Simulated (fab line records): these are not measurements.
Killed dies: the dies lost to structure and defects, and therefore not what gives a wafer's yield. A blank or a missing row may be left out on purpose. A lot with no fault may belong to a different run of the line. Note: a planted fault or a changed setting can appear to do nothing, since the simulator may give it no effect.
Matching of chambers    flow sky130    rie-diel-02 running SKY_VIA2_ETCH_15: 4 sister chambers
The step etches SiO2 in C4F8/O2/Ar, stops on TiN, target depth 546 nm, time 84 s. 4 wafers are shown with their chamber, then 11 later ones without.

## WAFERS PAIRED WITH THEIR CHAMBERS
wafer   chamber  oes-product-au (a.u.)
L088.2  0        0.948
L089.5  2        0.931
L089.6  3        0.939
L090.2  1        0.931

## WAFERS WHOSE CHAMBER IS MISSING
wafer   oes-product-au (a.u.)
L090.3  0.930
L090.4  0.930
L091.1  0.940
L091.4  0.937
L091.6  0.946
L096.1  0.945
L096.2  0.944
L096.3  0.936
L096.4  0.946
L096.5  0.941
L096.6  0.938

## THE CHAMBER EACH PASSED THROUGH
wafer    from the rows above            in truth
L090.3   can't be placed: 1 or 2        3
L090.4   can't be placed: 1 or 2        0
L091.1   3                              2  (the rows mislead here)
L091.4   can't be placed: 3 or 1 or 2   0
L091.6   0                              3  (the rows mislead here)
L096.1   can't be placed: 0 or 3        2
L096.2   can't be placed: 0 or 3        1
L096.3   can't be placed: 3 or 1 or 2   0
L096.4   0                              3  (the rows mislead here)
L096.5   3                              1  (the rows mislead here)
L096.6   3                              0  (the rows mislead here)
0 of 11 placed correctly. From these rows, 6 cannot be placed; in 0 the true chamber is one of the candidates. Placed wrongly: 5.
How it was worked out, from the rows above alone: a wafer's distance from a chamber is the root of the sum, over the readings, of the square of ((its reading less the chamber's mean) divided by the reading's scatter). If the next closest chamber is less than 2 further off than the closest, the wafer can't be placed; otherwise it belongs to the closest. Each chamber's mean is taken over the wafers shown for it. The scatter (one wafer shown for each chamber): square how far every hidden wafer sits from the nearest shown wafer, average those squares and take the square root.
